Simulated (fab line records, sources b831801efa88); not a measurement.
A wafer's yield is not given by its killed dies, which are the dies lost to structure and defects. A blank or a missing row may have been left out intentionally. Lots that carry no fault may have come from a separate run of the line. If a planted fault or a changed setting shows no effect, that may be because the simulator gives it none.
fab line records | flow sfq_line
[record] lots = 14 wafers = 42 last_day = 89
route steps=325 shown I0@44 M5@204
lots untouched by any fault: they come from a run of this same line in which no faults occurred
start_h: hours from the record's first day to the start of the lot's first wafer shown | wait_h: how many hours have passed since the lot's step before this one | " as in the row above | L1.1+2: a single row standing in for several wafers | - no value, or no start was given | * or withheld: withheld | < > ~ a bound
route shown NAME@n: a module of which the file shows steps, and the number in the route of the first | usual: mean/standard deviation of fault-free wafers | same: alike in all rows | chamber/n: place in a boat | sites: readings site by site | _std_site: how widely they spread, as a standard deviation | _edge_site: inner sites' mean taken away from outer sites' mean | radius_mm: for every site, how far away it sits from the centre of the wafer | mask NAME#n: copy n | behind: tool/chamber where the wafer was last shaped | hold: why the lot was held/for how many hours/how that ended | device: names the non-switching transistor (n, p or np) | end of line: tests of these same wafers at the route's end | a step without rows: its recipe alone | killed: not the wafer's yield, but the dies lost to structure and defects at the first sort | map: a wafer's dies, x killed, . not, _ none there
set.NAME: setting as actually run; set.NAME@STEP: the setting as run at that earlier step | model.NAME: the simulator's own value behind a step, which no gauge read
one table for each step of the route and one row for each wafer, over a sample of lots
services: the hour from which a tool's chamber was out of use, counted from the record's first day as start_h (under 0 if before that day), plus the number of hours and why
[[steps]]
[step SFQ_TRILAYER_I0_CMP_CMP_028]
[recipe] material = SiO2 down_force_psi = 3 platen_rpm = 60 pad_velocity_m_s = 0.94248
[usual] motor_current_A = 10.1/0.83 time_to_endpoint_s = 212/8
// columns lot.wafer tool chamber start_h wait_h motor_current_A time_to_endpoint_s
L928.1 cmp-02 2 128.32 7.3 9.1 206
L928.4 " 3 " " 11.3 216
L928.5 " 1 129.82 8.7 9.8 220
L929.4 cmp-01 2 136.02 5.3 10.1 222
L929.1 " 3 " " 10.9 208
L929.6 " 1 137.52 6.8 11.2 227
L930.1 cmp-01 3 138.52 5.5 10.8 190
L930.5 " 2 140.02 6.9 10.7 207
L930.6 " 3 " " 10.8 212
L931.4 cmp-01 0 145.02 4.7 8.6 213
L931.3 " 1 " " 10.0 214
L931.6 " 2 " " 10.5 213
L932.3 cmp-02 2 151.82 4.5 9.6 204
L932.4 " 3 " " 11.7 213
L932.1 " 0 " " 9.5 205
L935.2 cmp-02 2 171.74 0.5 9.3 209
L935.3 " 3 " " 11.2 209
L935.4 " 0 " " 10.0 223
L936.4 cmp-02 3 178.74 2.7 11.5 208
L936.2 " 0 " " 9.8 210
L936.5 " 2 180.24 4.2 9.2 212
L939.4 cmp-02 2 194.91 2.1 9.4 215
L939.1 " 3 " " 11.4 210
L939.3 " 0 " " 9.7 222
L942.2 cmp-02 3 216.00 2.1 11.3 214
L942.4 " 0 " " 10.1 221
L942.6 " 0 218.50 4.5 10.1 225
L945.4 cmp-02 3 231.60 0.8 11.5 216
L945.2 " 0 " " 9.7 203
L945.6 " 0 234.10 3.3 9.6 211
L946.1 cmp-02 2 237.60 0.1 9.5 215
L946.2 " 0 238.60 1.1 9.7 215
L946.5 " 2 239.60 2.1 9.4 209
L947.1 cmp-02 2 247.10 5.6 9.2 223
L947.2 " 0 248.10 6.6 9.6 225
L947.5 " 2 249.10 7.5 9.2 238
L948.3 cmp-01 0 249.40 0.7 8.8 206
L948.1 " 1 " " 10.7 214
L948.6 " 0 251.40 2.6 8.8 211
L950.4 cmp-01 0 263.97 1.0 9.1 215
L950.2 " 1 " " 9.9 212
L950.5 " 0 265.97 3.0 8.8 210
[step SFQ_I0_BOW_MEAS_907]
[recipe] mode = bow
[usual] I0_BOW = 0/7
// columns lot.wafer tool chamber start_h wait_h I0_BOW[um]
L928.1 film_metro-03 - 130.82 2.0 -1
L928.4 " - " " 5
L928.5 " - " " 2
L929.1 film_metro-03 - 138.02 1.0 -4
L929.4 " - " " -6
L929.6 " - " " 9
L930.1 film_metro-02 - 141.02 2.0 -6
L930.5 " - " " -3
L930.6 " - " " 3
L931.3 film_metro-01 - 147.06 1.0 1
L931.4 " - " " 6
L931.6 " - " " -7
L932.1 film_metro-03 - 154.82 1.5 5
L932.3 " - " " 3
L932.4 " - " " -6
L935.2 film_metro-03 - 174.76 2.5 -4
L935.3 " - " " 1
L935.4 " - " " -11
L936.2 film_metro-01 - 180.76 1.0 -8
L936.4 " - " " 2
L936.5 " - " " 0
L939.1 film_metro-01 - 197.91 2.0 2
L939.3 " - " " 14
L939.4 " - " " 7
L942.2 film_metro-02 - 219.02 2.5 -3
L942.4 " - " " -8
L942.6 " - " " 3
L945.2 film_metro-02 - 234.62 2.0 0
L945.4 " - " " 5
L945.6 " - " " -11
L946.1 film_metro-03 - 240.60 2.5 -4
L946.2 " - " " 3
L946.5 " - " " 2
L946.1 film_metro-03 - 241.92 1.3 -
L946.2 " - " " -
L946.5 " - " " -
L947.1 film_metro-02 - 249.60 2.0 6
L947.2 " - " " 11
L947.5 " - " " 2
L947.1 film_metro-02 - 250.92 1.3 -
L947.2 " - " " -
L947.5 " - " " -
L948.1 film_metro-03 - 252.40 2.0 -6
L948.3 " - " " -11
L948.6 " - " " -13
L950.2 film_metro-01 - 266.99 2.0 -7
L950.4 " - " " -5
L950.5 " - " " -2
[step SFQ_TRILAYER_I0_METRO_MEASURE_029]
[usual] thk_nm = 199.9/1
// columns lot.wafer tool chamber start_h wait_h thk_nm
L928.1 film_metro-03 - 130.94 0.1 199.5
L928.4 " - " " 201.0
L928.5 " - " " 201.4
L929.1 film_metro-03 - 138.14 0.1 198.2
L929.4 " - " " 199.4
L929.6 " - " " 200.7
L930.1 film_metro-02 - 141.14 0.1 200.6
L930.5 " - " " 200.1
L930.6 " - " " 199.0
L931.3 film_metro-01 - 147.54 0.5 201.3
L931.4 " - " " 199.1
L931.6 " - " " 199.6
L932.1 film_metro-03 - 154.94 0.1 201.0
L932.3 " - " " 199.7
L932.4 " - " " 201.8
L935.2 film_metro-03 - 175.06 0.3 198.8
L935.3 " - " " 200.3
L935.4 " - " " 201.0
L936.2 film_metro-01 - 181.06 0.3 200.1
L936.4 " - " " 199.3
L936.5 " - " " 199.1
L939.1 film_metro-01 - 198.03 0.1 199.1
L939.3 " - " " 199.4
L939.4 " - " " 198.3
L942.2 film_metro-02 - 219.32 0.3 200.6
L942.4 " - " " 200.2
L942.6 " - " " 200.9
L945.2 film_metro-02 - 234.92 0.3 201.2
L945.4 " - " " 201.9
L945.6 " - " " 202.6
L946.1 film_metro-03 - 244.72 2.8 185.1
L946.2 " - " " 201.3
L946.5 " - " " 184.6
L946.1 film_metro-03 - 246.08 1.2 185.0
L946.2 " - " " 201.2
L946.5 " - " " 184.7
L947.1 film_metro-02 - 252.45 1.5 184.9
L947.2 " - " " 200.3
L947.5 " - " " 184.8
L947.1 film_metro-02 - 255.12 2.5 184.8
L947.2 " - " " 200.4
L947.5 " - " " 184.7
L948.1 film_metro-03 - 252.52 0.1 200.6
L948.3 " - " " 200.6
L948.6 " - " " 200.5
L950.2 film_metro-01 - 267.29 0.3 200.1
L950.4 " - " " 199.7
L950.5 " - " " 200.6
[step SFQ_TRILAYER_I0_VIA_ETCH_VIA_ETCH_034]
[recipe] target = SiO2 stop_on = Nb mask_material = PR taper_deg = 20 chemistry = CHF3 target_depth_nm = 260 source_w = 500 bias_w = 80 pressure_mtorr = 30 time_s = withheld
[usual] drypump_motor_current_A = 5.9/0.57 oes_product_au = 0.855/0.0053
// columns lot.wafer tool chamber start_h wait_h drypump_motor_current_A oes_product_au
L928.1 rie_diel-02 3 215.00 0.0 5.6 0.851
L928.4 " 2 " " 6.0 0.855
L928.5 " 3 " " 5.6 0.866
L929.1 rie_diel-03 1 223.40 0.0 6.3 0.849
L929.4 " 0 " " 4.9 0.852
L929.6 " 1 " " 6.3 0.857
L930.1 rie_diel-02 1 228.20 0.0 6.3 0.862
L930.5 " 2 " " 6.0 0.856
L930.6 " 0 " " 6.1 0.853
L931.3 rie_diel-04 2 237.90 0.0 6.4 0.857
L931.4 " 0 " " 6.3 0.858
L931.6 " 1 " " 5.2 0.855
L932.1 rie_diel-03 3 255.17 0.0 6.0 0.855
L932.3 " 0 " " 4.9 0.852
L932.4 " 2 " " 5.0 0.861
L935.2 rie_diel-02 1 280.37 0.0 6.3 0.848
L935.3 " 2 " " 6.0 0.850
L935.4 " 3 " " 5.6 0.859
L936.2 rie_diel-02 1 287.57 0.0 6.3 0.865
L936.4 " 0 " " 6.1 0.851
L936.5 " 3 " " 5.6 0.853
L939.1 rie_diel-02 3 310.84 0.0 5.6 0.854
L939.3 " 0 " " 6.1 0.857
L939.4 " 2 " " 6.0 0.866
L942.2 rie_diel-02 0 337.04 0.0 6.1 0.858
L942.4 " 3 " " 5.6 0.853
L942.6 " 1 " " 6.3 0.861
L945.2 rie_diel-02 0 356.24 0.0 6.1 0.865
L945.4 " 3 " " 5.6 0.853
L945.6 " 1 " " 6.3 0.865
L946.1 rie_diel-03 0 366.26 0.0 4.9 0.816
L946.2 " 2 " " 5.0 0.851
L946.5 " 3 " " 6.0 0.822
L947.1 rie_diel-04 1 374.66 0.0 5.2 0.821
L947.2 " 2 " " 6.5 0.860
L947.5 " 1 " " 5.2 0.811
L948.1 rie_diel-03 2 377.06 0.0 5.0 0.862
L948.3 " 0 " " 4.9 0.859
L948.6 " 0 " " 4.9 0.855
L950.2 rie_diel-02 1 395.06 0.0 6.3 0.858
L950.4 " 2 " " 6.1 0.855
L950.5 " 0 " " 6.1 0.846
[step SFQ_M5_OVL_MEAS_932]
[usual] M5_OVL = -2/4.2
// columns lot.wafer tool chamber start_h wait_h M5_OVL[nm]
L928.1 overlay-02 - 1155.21 0.1 -5
L928.4 " - " " -5
L928.5 " - " " -1
L929.1 overlay-01 - 1156.41 0.1 -8
L929.4 " - " " -1
L929.6 " - " " -10
L930.1 overlay-01 - 1161.01 0.1 -3
L930.5 " - " " -7
L930.6 " - " " -2
L931.3 overlay-01 - 1162.22 0.1 -8
L931.4 " - " " 1
L931.6 " - " " 0
L932.1 overlay-01 - 1163.41 0.1 3
L932.3 " - " " 2
L932.4 " - " " 5
L935.2 overlay-01 - 1249.64 0.1 -1
L935.3 " - " " -1
L935.4 " - " " 0
L936.2 overlay-02 - 1255.82 0.1 -5
L936.4 " - " " 0
L936.5 " - " " -5
L939.1 overlay-01 - 1417.05 0.1 -2
L939.3 " - " " 2
L939.4 " - " " 1
L942.2 overlay-01 - 1458.01 0.1 0
L942.4 " - " " -4
L942.6 " - " " -5
L945.2 overlay-01 - 1619.22 0.1 -1
L945.4 " - " " 0
L945.6 " - " " 4
L946.1 overlay-02 - 1636.78 0.1 5
L946.2 " - " " -3
L946.5 " - " " 1
L947.1 overlay-02 - 1646.51 0.1 -9
L947.2 " - " " -1
L947.5 " - " " -1
L948.1 overlay-01 - 1647.71 0.1 -2
L948.3 " - " " -7
L948.6 " - " " -10
L950.2 overlay-01 - 1659.72 0.1 2
L950.4 " - " " 3
L950.5 " - " " 7
[[services]]
// columns tool chamber start_h hours kind
cmp-01 - 114.18 0.3 repair
rie_diel-03 2 143.95 7.3 repair
cmp-01 - 147.02 7.1 pm
film_metro-02 - 150.25 0.7 pm
cmp-01 - 154.51 0.5 repair
film_metro-01 - 156.38 0.4 pm
film_metro-02 - 159.23 5.6 pm
film_metro-03 - 164.59 1.4 pm
rie_diel-02 - 180.51 1.5 repair
rie_diel-02 1 192.78 9.9 repair
cmp-02 - 203.17 0.2 repair
film_metro-02 - 206.43 1.6 pm
rie_diel-02 3 219.31 16.5 repair
film_metro-03 - 219.72 0.8 pm
cmp-01 - 233.40 4.0 pm
rie_diel-02 - 273.36 2.8 pm
rie_diel-02 2 288.57 6.5 repair
film_metro-03 - 322.40 0.5 pm
cmp-02 - 333.37 0.3 repair
rie_diel-02 3 349.75 4.4 repair
cmp-02 - 351.13 1.5 repair
cmp-02 - 367.78 3.8 pm
cmp-02 - 387.51 4.7 pm
film_metro-02 - 388.75 0.4 pm
[[key]]
[first_sign] step = SFQ_I0_BOW_MEAS_907 reading = visit direction = added
[effect] step = SFQ_TRILAYER_I0_METRO_MEASURE_029 reading = visit direction = added
[effect] step = SFQ_TRILAYER_I0_METRO_MEASURE_029 reading = thk_nm direction = down sigmas = 15 usual = 199.9 struck = 184.8
[effect] step = SFQ_TRILAYER_I0_VIA_ETCH_VIA_ETCH_034 reading = oes_product_au direction = down sigmas = 7.1 usual = 0.855 struck = 0.817
met_at SFQ_TRILAYER_I0_CMP_CMP_028
struck_lots L946,L947
struck_wafers L946.1,L946.5,L947.1,L947.5
not_acting_at SFQ_M5_OVL_MEAS_932
onset_between 194.91 237.60
[fault] kind = process_parameter_drift tool = cmp-02 chamber = 2 onset_h = 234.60 steps = SFQ_TRILAYER_I0_CMP_CMP_028 channel = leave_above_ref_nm offset = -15 shape = step end_h = 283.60 acts_in = these_recipes_only stated = 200
